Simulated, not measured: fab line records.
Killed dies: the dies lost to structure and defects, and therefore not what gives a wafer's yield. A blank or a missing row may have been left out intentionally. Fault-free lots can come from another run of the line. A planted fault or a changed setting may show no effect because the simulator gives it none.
Chamber matching -- flow sky130 -- SKY_VIA1_CMP_02 on cmp-02: 4 sister chambers
The step polishes SiO2. 4 wafers are shown with their chamber, then 9 later ones without.

## WAFERS, EACH WITH ITS CHAMBER
wafer,chamber,motor current A (A)
L319.2,2,12.2
L320.1,1,12.8
L320.2,3,10.5
L320.4,0,10.8

## WAFERS MISSING THEIR CHAMBER
wafer,motor current A (A)
L322.2,11.5
L322.4,11.8
L322.6,11.0
L323.1,11.2
L323.5,10.7
L323.6,10.8
L324.1,12.1
L324.3,11.9
L324.4,11.4

## WHICH CHAMBER EACH WENT THROUGH
wafer,from the rows above,in truth
L322.2,can't be placed: 0 or 2 or 3 or 1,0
L322.4,can't be placed: 2 or 0 or 1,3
L322.6,can't be placed: 0 or 3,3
L323.1,can't be placed: 0 or 3 or 2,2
L323.5,can't be placed: 0 or 3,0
L323.6,can't be placed: 0 or 3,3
L324.1,can't be placed: 2 or 1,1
L324.3,can't be placed: 2 or 1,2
L324.4,can't be placed: 0 or 2 or 3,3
0 of 9 placed correctly. From these rows, 9 cannot be placed; in 8 the true chamber is one of the candidates. Number placed wrongly: 0.
How it was worked out, from the rows above alone: a wafer's distance from a chamber is the root of the sum, over the readings, of the square of ((its reading less the chamber's mean) divided by the reading's scatter). The wafer belongs to the nearest chamber; if the next one is less than 2 further off, it can't be placed. For every chamber, the mean is computed from those of its wafers that are shown. The scatter: with one shown wafer a chamber, the root of the mean of the squares of how far each hidden wafer lies from its nearest shown one.
